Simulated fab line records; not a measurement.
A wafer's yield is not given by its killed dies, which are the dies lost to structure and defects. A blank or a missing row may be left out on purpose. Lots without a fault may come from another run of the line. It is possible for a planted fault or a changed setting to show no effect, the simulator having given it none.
Which tool is to blame? :: flow gf180mcu :: Sampling: 13 lots, 39 wafers, 3 of 602 route steps

== WHAT EACH GAUGE READ, for each wafer ==
GF_CONTACT_THK_MEAS_26: measures by xrf.
lot: L350
measured: day 16 06:01
on: film-metro-04
CONTACT_W_THK (nm): 295 296 301

lot: L352
measured: day 16 19:11
on: film-metro-02
CONTACT_W_THK (nm): 303 313 309

lot: L353
measured: day 17 03:56
on: film-metro-01
CONTACT_W_THK (nm): 301 301 301

lot: L354
measured: day 17 10:47
on: film-metro-02
CONTACT_W_THK (nm): 311 309 296

lot: L357
measured: day 18 19:09
on: film-metro-01
CONTACT_W_THK (nm): 305 298 294

lot: L358
measured: day 19 04:21
on: film-metro-01
CONTACT_W_THK (nm): 295 298 295

lot: L359
measured: day 19 13:03
on: film-metro-01
CONTACT_W_THK (nm): 305 298 297

lot: L361
measured: day 20 03:25
on: film-metro-04
CONTACT_W_THK (nm): 304 306 302

lot: L362
measured: day 20 17:47
on: film-metro-01
CONTACT_W_THK (nm): 304 292 305

lot: L363
measured: day 20 18:49
on: film-metro-02
CONTACT_W_THK (nm): 309 309 312

lot: L367
measured: day 22 13:22
on: film-metro-02
CONTACT_W_THK (nm): 298 311 298

== TOOL THAT RAN EACH LOT (tool first, then ch and the chambers of the sampled wafers, then the start) ==
lot: L350
GF_DUAL_GATE_STRIP_13: plasma-asher-04 ch 0,1, day 8 02:43
GF_CONTACT_SPUTTER_23: pvd-sputter-01, day 16 05:44

lot: L352
GF_DUAL_GATE_STRIP_13: plasma-asher-02 ch 0,1, day 8 17:41
GF_CONTACT_SPUTTER_23: pvd-sputter-03, day 16 18:50

lot: L353
GF_DUAL_GATE_STRIP_13: plasma-asher-04 ch 0,1, day 9 02:07
GF_CONTACT_SPUTTER_23: pvd-sputter-03, day 17 03:41

lot: L354
GF_DUAL_GATE_STRIP_13: plasma-asher-01 ch 0,1, day 9 05:19
GF_CONTACT_SPUTTER_23: pvd-sputter-02, day 17 10:32

lot: L357
GF_DUAL_GATE_STRIP_13: plasma-asher-01 ch 0,1, day 10 07:49
GF_CONTACT_SPUTTER_23: pvd-sputter-03, day 18 18:53

lot: L358
GF_DUAL_GATE_STRIP_13: plasma-asher-02 ch 0,1, day 10 08:55
GF_CONTACT_SPUTTER_23: pvd-sputter-01, day 19 04:05

lot: L359
GF_DUAL_GATE_STRIP_13: plasma-asher-02 ch 0,1, day 10 16:40
GF_CONTACT_SPUTTER_23: pvd-sputter-01, day 19 12:47

lot: L361
GF_DUAL_GATE_STRIP_13: plasma-asher-01 ch 0,1, day 11 08:10
GF_CONTACT_SPUTTER_23: pvd-sputter-03, day 20 03:08

lot: L362
GF_DUAL_GATE_STRIP_13: plasma-asher-01 ch 0,1, day 11 15:04
GF_CONTACT_SPUTTER_23: pvd-sputter-03, day 20 17:32

lot: L363
GF_DUAL_GATE_STRIP_13: plasma-asher-02 ch 0,1, day 11 19:43
GF_CONTACT_SPUTTER_23: pvd-sputter-01, day 20 18:26

lot: L367
GF_DUAL_GATE_STRIP_13: plasma-asher-04 ch 0,1, day 13 06:10
GF_CONTACT_SPUTTER_23: pvd-sputter-02, day 22 13:05

lot: L372
GF_DUAL_GATE_STRIP_13: plasma-asher-04 ch 0,1, day 15 02:59
GF_CONTACT_SPUTTER_23: -

lot: L373
GF_DUAL_GATE_STRIP_13: plasma-asher-04 ch 0,1, day 15 09:16
GF_CONTACT_SPUTTER_23: -
- GF_DUAL_GATE_STRIP_13: strips in O2/N2.
- GF_CONTACT_SPUTTER_23: material TiN, target thk 10 nm, time 40 s.

== WHAT THE TOOLS THEMSELVES READ (means of the sampled wafers that have a number; where no wafer has one, the mark that the record gives instead) ==
GF_DUAL_GATE_STRIP_13.
lot: L350
tool: plasma-asher-04
chamber-pressure-mTorr (mTorr): 1500.4
drypump-motor-current-A (A): 6.2
heater-power-w (W): 339
n2-flow-sccm (sccm): 300.7
oes-product-au (a.u.): 0.736
platen-temp-c (C): 250.15
strip-time-to-endpoint-s (s): 12.29

lot: L352
tool: plasma-asher-02
chamber-pressure-mTorr (mTorr): 1500.2
drypump-motor-current-A (A): 5.7
heater-power-w (W): 318
n2-flow-sccm (sccm): 300.2
oes-product-au (a.u.): 0.730
platen-temp-c (C): 250.04
strip-time-to-endpoint-s (s): 12.27

lot: L353
tool: plasma-asher-04
chamber-pressure-mTorr (mTorr): 1499.0
drypump-motor-current-A (A): 6.2
heater-power-w (W): 337
n2-flow-sccm (sccm): 301.4
oes-product-au (a.u.): 0.733
platen-temp-c (C): 250.00
strip-time-to-endpoint-s (s): 12.24

lot: L354
tool: plasma-asher-01
chamber-pressure-mTorr (mTorr): 1500.1
drypump-motor-current-A (A): 5.1
heater-power-w (W): 363
n2-flow-sccm (sccm): 300.1
oes-product-au (a.u.): 0.728
platen-temp-c (C): 250.02
strip-time-to-endpoint-s (s): 12.27

lot: L357
tool: plasma-asher-01
chamber-pressure-mTorr (mTorr): 1500.0
drypump-motor-current-A (A): 5.0
heater-power-w (W): 367
n2-flow-sccm (sccm): 300.4
oes-product-au (a.u.): 0.727
platen-temp-c (C): 250.07
strip-time-to-endpoint-s (s): 12.32

lot: L358
tool: plasma-asher-02
chamber-pressure-mTorr (mTorr): 1501.2
drypump-motor-current-A (A): 5.7
heater-power-w (W): 295
n2-flow-sccm (sccm): 299.7
oes-product-au (a.u.): 0.723
platen-temp-c (C): 250.05
strip-time-to-endpoint-s (s): 12.27

lot: L359
tool: plasma-asher-02
chamber-pressure-mTorr (mTorr): 1499.3
drypump-motor-current-A (A): 5.7
heater-power-w (W): 315
n2-flow-sccm (sccm): 299.8
oes-product-au (a.u.): 0.727
platen-temp-c (C): 250.18
strip-time-to-endpoint-s (s): 12.33

lot: L361
tool: plasma-asher-01
chamber-pressure-mTorr (mTorr): 1500.2
drypump-motor-current-A (A): 5.1
heater-power-w (W): 362
n2-flow-sccm (sccm): 300.1
oes-product-au (a.u.): 0.729
platen-temp-c (C): 250.09
strip-time-to-endpoint-s (s): 12.32

lot: L362
tool: plasma-asher-01
chamber-pressure-mTorr (mTorr): 1500.3
drypump-motor-current-A (A): 5.1
heater-power-w (W): 362
n2-flow-sccm (sccm): 300.1
oes-product-au (a.u.): 0.731
platen-temp-c (C): 250.13
strip-time-to-endpoint-s (s): 12.30

lot: L363
tool: plasma-asher-02
chamber-pressure-mTorr (mTorr): 1499.8
drypump-motor-current-A (A): 5.7
heater-power-w (W): 318
n2-flow-sccm (sccm): 300.7
oes-product-au (a.u.): 0.727
platen-temp-c (C): 249.80
strip-time-to-endpoint-s (s): 12.28

lot: L367
tool: plasma-asher-04
chamber-pressure-mTorr (mTorr): 1499.9
drypump-motor-current-A (A): 6.2
heater-power-w (W): 340
n2-flow-sccm (sccm): 298.7
oes-product-au (a.u.): 0.727
platen-temp-c (C): 250.02
strip-time-to-endpoint-s (s): 12.26

lot: L372
tool: plasma-asher-04
chamber-pressure-mTorr (mTorr): -
drypump-motor-current-A (A): -
heater-power-w (W): -
n2-flow-sccm (sccm): -
oes-product-au (a.u.): -
platen-temp-c (C): -
strip-time-to-endpoint-s (s): -

lot: L373
tool: plasma-asher-04
chamber-pressure-mTorr (mTorr): -
drypump-motor-current-A (A): -
heater-power-w (W): -
n2-flow-sccm (sccm): -
oes-product-au (a.u.): -
platen-temp-c (C): -
strip-time-to-endpoint-s (s): -

GF_CONTACT_SPUTTER_23.
lot: L350
tool: pvd-sputter-01
throttle-valve-pct (%): 32.1

lot: L352
tool: pvd-sputter-03
throttle-valve-pct (%): 30.0

lot: L353
tool: pvd-sputter-03
throttle-valve-pct (%): 30.0

lot: L354
tool: pvd-sputter-02
throttle-valve-pct (%): 30.6

lot: L357
tool: pvd-sputter-03
throttle-valve-pct (%): 30.1

lot: L358
tool: pvd-sputter-01
throttle-valve-pct (%): 31.4

lot: L359
tool: pvd-sputter-01
throttle-valve-pct (%): 31.7

lot: L361
tool: pvd-sputter-03
throttle-valve-pct (%): 30.5

lot: L362
tool: pvd-sputter-03
throttle-valve-pct (%): 30.0

lot: L363
tool: pvd-sputter-01
throttle-valve-pct (%): 32.5

lot: L367
tool: pvd-sputter-02
throttle-valve-pct (%): 30.4

== THE ANSWER, worked out from the rows above alone ==
Rule: usual is defined by the lots themselves. The widest of any qualifying gaps counts: lots, ordered by their means at a reading, are off when they make up no more than a third of the lots, leave a main group of 4 or more, and stand apart from it by 3 or more times the standard deviation of that group's means. A main group whose means are all the same, to the digits that the tables above print for the reading, isn't used. A lot without any number at a reading at which 4 lots or more have one is off too. Any other lot the step has rows for is counted as sound. First the gauges in route order, then the tools' own readings, where a lot's mean is used as printed above. The first step at which some lot is off is used, and at that step the reading that is off furthest; a lot without a number counts as furthest.
Off: L372, L373, at GF_DUAL_GATE_STRIP_13 (chamber-pressure-mTorr). Without a number there: L372, L373. Mean 1500.0 mTorr and standard deviation 0.55 in the main group.
A tool fits if, at that step or a process step before it, it ran every lot that is off, and no sound lot after the first of them. One fits: plasma-asher-04 at GF_DUAL_GATE_STRIP_13. A fault onset in the window from L367 (day 13 06:10, its last sound lot) to L372 (day 15 02:59, its first lot off) fits.
Blank at GF_DUAL_GATE_STRIP_13 on the lots that are off, where sound lots have numbers: chamber-pressure-mTorr, drypump-motor-current-A, heater-power-w, n2-flow-sccm, oes-product-au, platen-temp-c, strip-time-to-endpoint-s.

== WHAT THE SIMULATOR HAD INSERTED ==
Skipped step whole: plasma-asher-04, from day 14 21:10 on, at GF_DUAL_GATE_STRIP_13. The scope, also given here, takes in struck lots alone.
Lots struck among those shown: L372, L373. Same finding as the rule above.
